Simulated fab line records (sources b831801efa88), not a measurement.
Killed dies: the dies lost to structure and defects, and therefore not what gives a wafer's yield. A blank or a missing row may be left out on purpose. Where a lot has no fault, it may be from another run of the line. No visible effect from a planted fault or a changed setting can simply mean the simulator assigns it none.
What tool caused it? ; flow gf180mcu ; 21 wafers sampled from 7 lots at 1 step of a route of 602

== WHAT THE GAUGES SHOWED, per wafer ==
GF_CONTACT_THK_MEAS_01.
lot;measured;on;CONTACT_CVD_00_THK (nm)
L376;day 15 08:56;filmMetro-04;295 298 300
L381;day 17 12:08;filmMetro-04;297 298 294
L384;day 18 12:50;filmMetro-03;300 301 299
L387;day 19 21:55;filmMetro-04;296 297 295
L389;day 20 08:53;filmMetro-03;303 300 302
L391;day 21 02:37;filmMetro-01;303 306 298
L397;day 22 21:52;filmMetro-01;302 302 299

== TOOL THAT RAN EACH LOT (tool first, then ch and the chambers of the sampled wafers, then the start) ==
The record shows no process step preceding these readings.

== THE ANSWER, worked out from the rows above alone ==
Rule: the lots themselves supply what counts as usual. The widest of any qualifying gaps counts: lots, ordered by their means at a reading, are off when they make up no more than a third of the lots, leave a main group of 4 or more, and stand apart from it by 3 or more times the standard deviation of that group's means. A main group whose means are all the same, to the digits that the tables above print for the reading, isn't used. Also off: a lot with no number at a reading for which 4 or more lots have one. Any other lot the step has rows for is counted as sound.
No lot is off on any of the readings shown, so nothing can be concluded from this.

== WHAT HAD BEEN PUT IN BY THE SIMULATOR ==
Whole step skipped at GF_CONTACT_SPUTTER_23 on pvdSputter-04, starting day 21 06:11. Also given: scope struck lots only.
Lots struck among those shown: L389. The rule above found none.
